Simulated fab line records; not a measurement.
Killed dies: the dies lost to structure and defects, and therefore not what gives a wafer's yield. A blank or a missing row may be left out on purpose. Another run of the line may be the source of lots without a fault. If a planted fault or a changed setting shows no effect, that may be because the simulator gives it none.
fab line records -- flow sky130
record: lots: 12, wafers: 36, lastDay: 50
route steps=708 shown VT_ADJUST_HVTR@141 VT_ADJUST_PCH@152 SONOS_TUNNEL@162 SONOS_ONO@172 PAD_OPEN@708
lots that met no fault: taken from a fault-free run of the same line
startH: the number of hours between the record's first day and the start of the first shown wafer of the lot -- waitH: how many hours have passed since the lot's step before this one -- " same as the row above -- L1.1+2: one row covering several wafers at once -- - no value, or no start given -- * or withheld: withheld -- < > ~ a bound
route shown NAME@n: NAME is a module with steps in the file, n the number in the route of the first one -- usual: mean/standard deviation taken from wafers without a fault -- same: alike in all rows -- chamber/n: place in a boat -- sites: each site's reading -- _std_site: the standard deviation of these -- _edge_site: inner sites' mean taken away from outer sites' mean -- radiusMm: how far each site lies from the wafer's centre -- mask NAME#n: copy n -- behind: tool/chamber where the wafer was last shaped -- hold: the reason the lot was held/the length of the hold in hours/how it ended -- device: names the non-switching transistor (n, p or np) -- end of line: the same wafers' tests at the end of the route -- a step with no rows: only its recipe -- killed: at the first sort, the dies lost to defects and structure; wafer yield is something else -- map: a wafer's dies, marking killed ones x, the rest . and places with no die _
set.NAME: setting as actually run; set.NAME@STEP: the setting as run at that earlier step -- model.NAME: the simulator's own value behind a step, which no gauge read
route steps across a sampled set of lots; one table per step, one row per wafer
services: when a tool's chamber went out of use (startH, in hours from the record's first day, below 0 if earlier), for how many hours, and the reason
== steps ==
step: SKY_VT_ADJUST_HVTR_STRIP_10
recipe: chemistry: O2/N2, powerW: 1400, pressureMtorr: 1500, platenTempC: withheld, o2FlowSccm: 3000, n2FlowSccm: 300, overashFraction: 0.5
usual: drypumpMotorCurrentA: 5.7/0.56, oesProductAu: 0.717/0.0047, stripTimeToEndpointS: 14.18/0.04
same: overashFraction: 0.5
lot.wafer,tool,chamber,startH,waitH,drypumpMotorCurrentA,oesProductAu,rfHoursCounterH,stripTimeToEndpointS
L658.1,plasmaAsher-02,1,198.64,0.1,5.2,0.721,52,14.25
L658.2,plasmaAsher-02,0,198.64,0.1,6.0,0.723,52,14.25
L658.3,plasmaAsher-02,0,198.64,0.1,6.1,0.716,-,14.24
L660.2,plasmaAsher-03,0,220.76,0.1,5.2,0.725,10,14.12
L660.3,plasmaAsher-03,1,220.76,0.1,6.5,0.719,-,14.11
L660.5,plasmaAsher-03,0,220.76,0.1,5.2,0.717,-,14.17
L663.2,plasmaAsher-04,0,236.01,0.1,6.1,0.714,45,14.08
L663.3,plasmaAsher-04,1,236.01,0.1,5.2,0.724,-,14.11
L663.4,plasmaAsher-04,0,236.01,0.1,6.1,0.719,-,14.12
L664.1,plasmaAsher-02,0,245.56,0.1,6.1,0.716,56,14.26
L664.2,plasmaAsher-02,1,245.56,0.1,5.1,0.707,56,14.19
L664.4,plasmaAsher-02,0,245.56,0.1,6.1,0.719,-,14.21
L666.1,plasmaAsher-03,1,257.83,0.1,6.5,0.716,14,14.16
L666.5,plasmaAsher-03,0,257.83,0.1,5.2,0.719,-,14.17
L666.6,plasmaAsher-03,1,257.83,0.1,6.5,0.724,-,14.19
L669.1,plasmaAsher-03,0,291.13,0.1,5.2,0.722,17,14.18
L669.4,plasmaAsher-03,1,291.13,0.1,6.6,0.716,-,14.23
L669.5,plasmaAsher-03,1,291.13,0.1,6.6,0.719,-,14.20
L676.1,plasmaAsher-03,0,350.19,0.1,5.2,0.728,20,14.12
L676.5,plasmaAsher-03,0,350.19,0.1,5.2,0.726,-,14.11
L676.6,plasmaAsher-03,1,350.19,0.1,6.6,0.713,-,14.14
L677.1,plasmaAsher-04,1,352.48,0.1,5.2,0.719,57,14.15
L677.2,plasmaAsher-04,0,352.48,0.1,6.1,0.718,57,14.19
L677.4,plasmaAsher-04,1,352.48,0.1,5.2,0.715,-,14.16
L679.2,plasmaAsher-04,1,361.48,0.1,5.2,0.716,58,14.22
L679.5,plasmaAsher-04,1,361.48,0.1,5.2,0.716,-,14.20
L679.6,plasmaAsher-04,0,361.48,0.1,6.1,0.712,-,14.20
L678.3,plasmaAsher-03,1,361.82,0.1,6.5,0.717,-,14.17
L678.5,plasmaAsher-03,0,361.82,0.1,5.2,0.710,-,14.20
L678.6,plasmaAsher-03,1,361.82,0.1,6.5,0.715,-,14.19
L680.1,plasmaAsher-03,0,367.73,0.1,5.2,0.712,21,14.16
L680.2,plasmaAsher-03,1,367.73,0.1,6.6,0.714,21,14.16
L680.5,plasmaAsher-03,0,367.73,0.1,5.2,0.711,-,14.20
L681.2,plasmaAsher-04,0,371.38,0.1,6.1,0.725,59,14.15
L681.3,plasmaAsher-04,1,371.38,0.1,5.2,0.720,-,14.23
L681.5,plasmaAsher-04,0,371.38,0.1,6.2,0.721,-,14.15
step: SKY_VT_ADJUST_PCH_STRIP_09
recipe: chemistry: O2/N2, powerW: 1400, pressureMtorr: 1500, platenTempC: withheld, o2FlowSccm: 3000, n2FlowSccm: 300, overashFraction: 0.5
usual: drypumpMotorCurrentA: 5.9/0.61, oesProductAu: 0.722/0.0046, stripTimeToEndpointS: 37.00/0.09
same: overashFraction: 0.5
lot.wafer,tool,chamber,startH,waitH,drypumpMotorCurrentA,oesProductAu,rfHoursCounterH,stripTimeToEndpointS
L658.1,plasmaAsher-01,1,220.73,0.1,6.6,0.717,51,37.07
L658.2,plasmaAsher-01,0,220.73,0.1,5.3,0.725,51,36.94
L658.3,plasmaAsher-01,1,220.73,0.1,6.6,0.712,-,36.96
L660.2,plasmaAsher-03,1,243.64,0.1,6.5,0.721,12,36.92
L660.3,plasmaAsher-03,0,243.64,0.1,5.2,0.722,-,36.90
L660.5,plasmaAsher-03,1,243.64,0.1,6.5,0.727,-,37.00
L663.2,plasmaAsher-01,1,259.24,0.1,6.5,0.725,55,37.01
L663.3,plasmaAsher-01,0,259.24,0.1,5.3,0.727,-,37.08
L663.4,plasmaAsher-01,1,259.24,0.1,6.6,0.726,-,37.09
L664.1,plasmaAsher-01,1,269.03,0.1,6.5,0.718,56,37.01
L664.2,plasmaAsher-01,0,269.03,0.1,5.3,0.724,56,36.94
L664.4,plasmaAsher-01,1,269.03,0.1,6.5,0.723,-,36.94
L666.1,plasmaAsher-01,0,281.52,0.1,5.3,0.718,57,36.93
L666.5,plasmaAsher-01,0,281.52,0.1,5.3,0.716,-,36.88
L666.6,plasmaAsher-01,1,281.52,0.1,6.5,0.727,-,36.83
L669.1,plasmaAsher-01,1,316.74,0.1,6.5,0.723,61,37.00
L669.4,plasmaAsher-01,1,316.74,0.1,6.6,0.711,-,36.94
L669.5,plasmaAsher-01,0,316.74,0.1,5.3,0.733,-,36.96
L676.1,plasmaAsher-01,0,377.77,0.1,5.3,0.721,68,36.89
L676.5,plasmaAsher-01,1,377.77,0.1,6.6,0.729,-,36.91
L676.6,plasmaAsher-01,0,377.77,0.1,5.3,0.726,-,36.86
L677.1,plasmaAsher-02,1,379.99,0.1,5.1,0.721,70,37.06
L677.2,plasmaAsher-02,0,379.99,0.1,6.1,0.724,70,37.00
L677.4,plasmaAsher-02,0,379.99,0.1,6.0,0.715,-,36.99
L679.2,plasmaAsher-01,0,389.19,0.1,5.3,0.724,69,37.10
L679.5,plasmaAsher-01,0,389.19,0.1,5.3,0.728,-,36.97
L679.6,plasmaAsher-01,1,389.19,0.1,6.6,0.724,-,36.96
L678.3,plasmaAsher-03,1,389.58,0.1,6.6,0.731,-,37.05
L678.5,plasmaAsher-03,0,389.58,0.1,5.2,0.724,-,37.02
L678.6,plasmaAsher-03,1,389.58,0.1,6.6,0.727,-,36.99
L680.1,plasmaAsher-01,1,397.29,0.1,6.6,0.720,70,36.90
L680.2,plasmaAsher-01,0,397.29,0.1,5.3,0.720,70,36.88
L680.5,plasmaAsher-01,1,397.29,0.1,6.6,0.719,-,36.82
L681.2,plasmaAsher-01,1,401.17,0.1,6.5,0.723,70,37.00
L681.3,plasmaAsher-01,1,401.17,0.1,6.6,0.719,-,37.08
L681.5,plasmaAsher-01,0,401.17,0.1,5.3,0.720,-,37.00
step: SKY_SONOS_TUNNEL_OVL_MEAS_08
usual: SONOS_TUNNEL_OVL: -0.6/1.4
lot.wafer,tool,chamber,startH,waitH,SONOS_TUNNEL_OVL[nm]
L658.1,overlay-01,-,242.90,0.1,-0.1
L658.2,overlay-01,-,242.90,0.1,-0.1
L658.3,overlay-01,-,242.90,0.1,-1.1
L660.2,overlay-02,-,267.08,0.1,0.4
L660.3,overlay-02,-,267.08,0.1,-2.0
L660.5,overlay-02,-,267.08,0.1,-0.7
L663.2,overlay-01,-,283.72,0.1,-0.4
L663.3,overlay-01,-,283.72,0.1,0.2
L663.4,overlay-01,-,283.72,0.1,-1.9
L664.1,overlay-02,-,295.71,0.1,-2.1
L664.2,overlay-02,-,295.71,0.1,-1.7
L664.4,overlay-02,-,295.71,0.1,-1.6
L666.1,overlay-02,-,307.33,0.1,-1.0
L666.5,overlay-02,-,307.33,0.1,0.9
L666.6,overlay-02,-,307.33,0.1,0.7
L669.1,overlay-02,-,343.71,0.1,2.1
L669.4,overlay-02,-,343.71,0.1,1.1
L669.5,overlay-02,-,343.71,0.1,1.6
L676.1,overlay-01,-,406.91,0.1,0.6
L676.5,overlay-01,-,406.91,0.1,-0.6
L676.6,overlay-01,-,406.91,0.1,1.2
L677.1,overlay-01,-,409.53,0.1,-2.7
L677.2,overlay-01,-,409.53,0.1,0.3
L677.4,overlay-01,-,409.53,0.1,-1.3
L679.2,overlay-01,-,419.08,0.1,-0.4
L679.5,overlay-01,-,419.08,0.1,-0.2
L679.6,overlay-01,-,419.08,0.1,-1.5
L678.3,overlay-01,-,419.57,0.1,0.4
L678.5,overlay-01,-,419.57,0.1,-1.0
L678.6,overlay-01,-,419.57,0.1,0.5
L680.1,overlay-01,-,427.03,0.1,-3.1
L680.2,overlay-01,-,427.03,0.1,-4.0
L680.5,overlay-01,-,427.03,0.1,-4.0
L681.2,overlay-01,-,430.98,0.1,1.6
L681.3,overlay-01,-,430.98,0.1,2.5
L681.5,overlay-01,-,430.98,0.1,1.2
step: SKY_SONOS_ONO_CVD_04
recipe: material: SiO2, precursor: SiH4/N2O, targetThkNm: 5.7199, tempC: 900, pressureMtorr: 400
usual: spikeTcLowerC: 900.8/1.4, spikeTcTopC: 912/3.3, zonePowerBottomPct: 28.9/2.2
lot.wafer,tool,chamber,startH,waitH,spikeTcLowerC,spikeTcTopC,zonePowerBottomPct
L658.1,lpcvd-03,0,247.62,0.1,900.6,916,27.3
L658.2,lpcvd-03,0,247.62,0.1,900.0,915,26.8
L658.3,lpcvd-03,0,247.62,0.1,900.0,915,26.8
L660.2,lpcvd-03,0,272.18,0.0,900.6,915,26.8
L660.3,lpcvd-03,0,272.18,0.0,900.3,914,27.0
L660.5,lpcvd-03,0,272.18,0.0,900.9,914,27.0
L663.2,lpcvd-03,0,286.75,0.0,898.8,916,26.9
L663.3,lpcvd-03,0,286.75,0.0,899.3,916,26.4
L663.4,lpcvd-03,0,286.75,0.0,898.9,916,27.1
L664.1,lpcvd-03,1,301.20,0.1,901.2,910,30.7
L664.2,lpcvd-03,1,301.20,0.1,900.9,910,31.3
L664.4,lpcvd-03,1,301.20,0.1,901.5,909,31.3
L666.1,lpcvd-03,0,313.54,0.1,901.5,915,27.4
L666.5,lpcvd-03,0,313.54,0.1,899.2,915,27.3
L666.6,lpcvd-03,0,313.54,0.1,900.5,915,26.9
L669.1,lpcvd-03,1,347.35,0.1,902.7,911,31.2
L669.4,lpcvd-03,1,347.35,0.1,902.2,909,31.6
L669.5,lpcvd-03,1,347.35,0.1,903.7,909,30.9
L676.1,lpcvd-03,0,410.54,0.1,899.1,915,27.5
L676.5,lpcvd-03,0,410.54,0.1,899.8,913,26.8
L676.6,lpcvd-03,0,410.54,0.1,900.6,915,26.8
L677.1,lpcvd-03,1,412.95,0.1,900.8,909,31.6
L677.2,lpcvd-03,1,412.95,0.1,902.7,910,30.8
L677.4,lpcvd-03,1,412.95,0.1,901.9,909,30.8
L679.2,lpcvd-03,0,422.15,0.0,899.2,915,26.7
L679.5,lpcvd-03,0,422.15,0.0,898.5,915,27.1
L679.6,lpcvd-03,0,422.15,0.0,901.5,915,26.7
L678.3,lpcvd-03,1,426.46,0.0,902.6,908,31.1
L678.5,lpcvd-03,1,426.46,0.0,901.5,907,32.0
L678.6,lpcvd-03,1,426.46,0.0,901.5,907,31.2
L680.1,lpcvd-03,0,433.57,0.1,901.4,915,27.0
L680.2,lpcvd-03,0,433.57,0.1,900.8,915,26.9
L680.5,lpcvd-03,0,433.57,0.1,899.4,916,26.8
L681.2,lpcvd-03,0,437.61,0.0,899.5,916,27.1
L681.3,lpcvd-03,0,437.61,0.0,900.6,916,26.8
L681.5,lpcvd-03,0,437.61,0.0,898.5,916,27.3
step: SKY_SONOS_ONO_THK_MEAS_05
recipe: reads: SiO2_of_SONOS_ONO_CVD_04
usual: SONOS_ONO_CVD_04_THK: 5.76/0.11
lot.wafer,tool,chamber,startH,waitH,SONOS_ONO_CVD_04_THK[nm]
L658.1,filmMetro-01,-,248.87,0.0,5.87
L658.2,filmMetro-01,-,248.87,0.0,5.93
L658.3,filmMetro-01,-,248.87,0.0,5.91
L660.2,filmMetro-01,-,273.44,0.0,5.93
L660.3,filmMetro-01,-,273.44,0.0,5.96
L660.5,filmMetro-01,-,273.44,0.0,5.90
L663.2,filmMetro-03,-,288.63,0.0,5.69
L663.3,filmMetro-03,-,288.63,0.0,5.68
L663.4,filmMetro-03,-,288.63,0.0,5.67
L664.1,filmMetro-01,-,302.46,0.0,5.82
L664.2,filmMetro-01,-,302.46,0.0,5.66
L664.4,filmMetro-01,-,302.46,0.0,5.80
L666.1,filmMetro-01,-,314.79,0.0,5.87
L666.5,filmMetro-01,-,314.79,0.0,5.87
L666.6,filmMetro-01,-,314.79,0.0,5.82
L669.1,filmMetro-04,-,348.60,0.0,6.14
L669.4,filmMetro-04,-,348.60,0.0,5.98
L669.5,filmMetro-04,-,348.60,0.0,6.01
L676.1,filmMetro-03,-,411.79,0.0,5.76
L676.5,filmMetro-03,-,411.79,0.0,5.80
L676.6,filmMetro-03,-,411.79,0.0,5.79
L677.1,filmMetro-04,-,414.20,0.0,5.92
L677.2,filmMetro-04,-,414.20,0.0,5.74
L677.4,filmMetro-04,-,414.20,0.0,5.82
L679.2,filmMetro-03,-,423.41,0.0,5.85
L679.5,filmMetro-03,-,423.41,0.0,5.82
L679.6,filmMetro-03,-,423.41,0.0,5.84
L678.3,filmMetro-04,-,427.73,0.0,5.90
L678.5,filmMetro-04,-,427.73,0.0,5.83
L678.6,filmMetro-04,-,427.73,0.0,5.98
L680.1,filmMetro-03,-,434.82,0.0,6.00
L680.2,filmMetro-03,-,434.82,0.0,5.92
L680.5,filmMetro-03,-,434.82,0.0,5.85
L681.2,filmMetro-04,-,438.87,0.0,5.98
L681.3,filmMetro-04,-,438.87,0.0,5.83
L681.5,filmMetro-04,-,438.87,0.0,5.83
step: SKY_PAD_OPEN_PROBE_99
usual: killed_at_M0_to_M3: 43/7.2, killed_at_M4_up: 3.3/1.8, killedAtContacts: 23/5.5, killedAtFrontEnd: 16/5.1, killedAtOther: 0.4/0.65, killedDies: 85/10, killedOpen: 46/7.1, killedShort: 38/7.2
same: grossDies: 492, killedAtBackSide: 0
lot.wafer,tool,chamber,startH,waitH,killed_at_M0_to_M3,killed_at_M4_up,killedAtContacts,killedAtFrontEnd,killedAtOther,killedDies,killedOpen,killedShort
L669.1,prober-02,-,1142.81,0.1,44,2,20,13,1,80,43,37
L669.4,prober-02,-,1142.96,0.2,44,5,20,14,1,84,37,47
L669.5,prober-02,-,1143.01,0.2,35,1,16,16,1,69,43,26
L678.3,prober-02,-,1189.45,0.2,34,4,33,22,0,93,53,39
L678.5,prober-02,-,1189.55,0.2,62,4,25,19,0,110,64,44
L678.6,prober-02,-,1189.60,0.2,49,3,34,16,0,102,70,32
killed by level:class
L669.1 VIA1:geometricParticle:open=11 VIA3:geometricParticle:open=8 LI_CONTACT:geometricParticle:open=6 METAL2:geometricParticle:short=6 CONTACT:geometricParticle:open=5 VIA2:geometricParticle:short=5 LOCAL_INTERCONNECT:geometricParticle:short=4 FIELD_ISO:geometricParticle:short=3
L669.4 VIA1:geometricParticle:open=10 METAL2:geometricParticle:short=10 CONTACT:geometricParticle:short=7 FIELD_ISO:geometricParticle:open=5 CONTACT:geometricParticle:open=5 LOCAL_INTERCONNECT:geometricParticle:short=4 VIA1:geometricParticle:short=4 VIA2:geometricParticle:open=4
L669.5 VIA1:geometricParticle:open=11 POLY_GATE:geometricParticle:open=6 VIA2:geometricParticle:open=5 LI_CONTACT:geometricParticle:short=4 LI_CONTACT:geometricParticle:open=4 VIA3:geometricParticle:open=4 LOCAL_INTERCONNECT:geometricParticle:short=3 CONTACT:geometricParticle:open=3
L678.3 LI_CONTACT:geometricParticle:open=10 CONTACT:geometricParticle:open=10 FIELD_ISO:geometricParticle:open=8 VIA2:geometricParticle:open=8 LOCAL_INTERCONNECT:geometricParticle:short=6 CONTACT:geometricParticle:short=6 POLY_GATE:geometricParticle:open=5 METAL1:geometricParticle:short=5
L678.5 VIA1:geometricParticle:open=18 VIA3:geometricParticle:open=11 LI_CONTACT:geometricParticle:open=9 CONTACT:geometricParticle:open=9 POLY_GATE:geometricParticle:short=7 METAL2:geometricParticle:short=6 METAL1:geometricParticle:short=5 LOCAL_INTERCONNECT:geometricParticle:short=4
L678.6 VIA1:geometricParticle:open=15 CONTACT:geometricParticle:open=14 LI_CONTACT:geometricParticle:open=12 FIELD_ISO:geometricParticle:open=8 METAL1:geometricParticle:short=8 VIA3:geometricParticle:open=5 VIA2:geometricParticle:open=5 LI_CONTACT:geometricParticle:short=4
== services ==
tool,chamber,startH,hours,kind
plasmaAsher-04,-,186.13,0.6,repair
plasmaAsher-03,-,187.49,3.5,repair
plasmaAsher-03,-,189.19,2.4,repair
plasmaAsher-04,-,192.27,1.3,repair
plasmaAsher-04,-,197.83,4.3,repair
plasmaAsher-03,-,293.51,14.6,pm
plasmaAsher-02,-,305.05,2.2,repair
plasmaAsher-03,-,321.84,15.6,pm
plasmaAsher-01,-,418.07,4.5,repair
plasmaAsher-02,-,421.31,9.0,pm
plasmaAsher-02,0,421.31,9.0,ventCycle
plasmaAsher-02,1,421.31,9.0,ventCycle
plasmaAsher-02,0,430.31,-,clean
plasmaAsher-02,1,430.31,-,clean
== key ==
firstSign: step: SKY_SONOS_ONO_THK_MEAS_05, reading: SONOS_ONO_CVD_04_THK, direction: up, sigmas: 2.6, usual: 5.76, struck: 6.04
effect none on later readings
metAt SKY_SONOS_ONO_CVD_04
struckLots L669
struckWafers L669.1,L669.4,L669.5
testerLeftOut L669
notActingAt SKY_VT_ADJUST_HVTR_STRIP_10,SKY_VT_ADJUST_PCH_STRIP_09,SKY_SONOS_TUNNEL_OVL_MEAS_08
onsetBetween 301.20 347.35
fault: kind: processParameterDrift, tool: lpcvd-03, chamber: 1, onsetH: 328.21, steps: SKY_SONOS_ONO_CVD_04, channel: targetThkNm, offset: 0.39316, shape: step, endH: 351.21, stated: 5.7199
testerLeftOut: of these lots the tester's yield and bins aren't shown, on N5 and GAA mostly nor the transistor test; their killed dies are dies lost to structure and defects alone, not to doping, threshold or leakage, so they don't give the yield
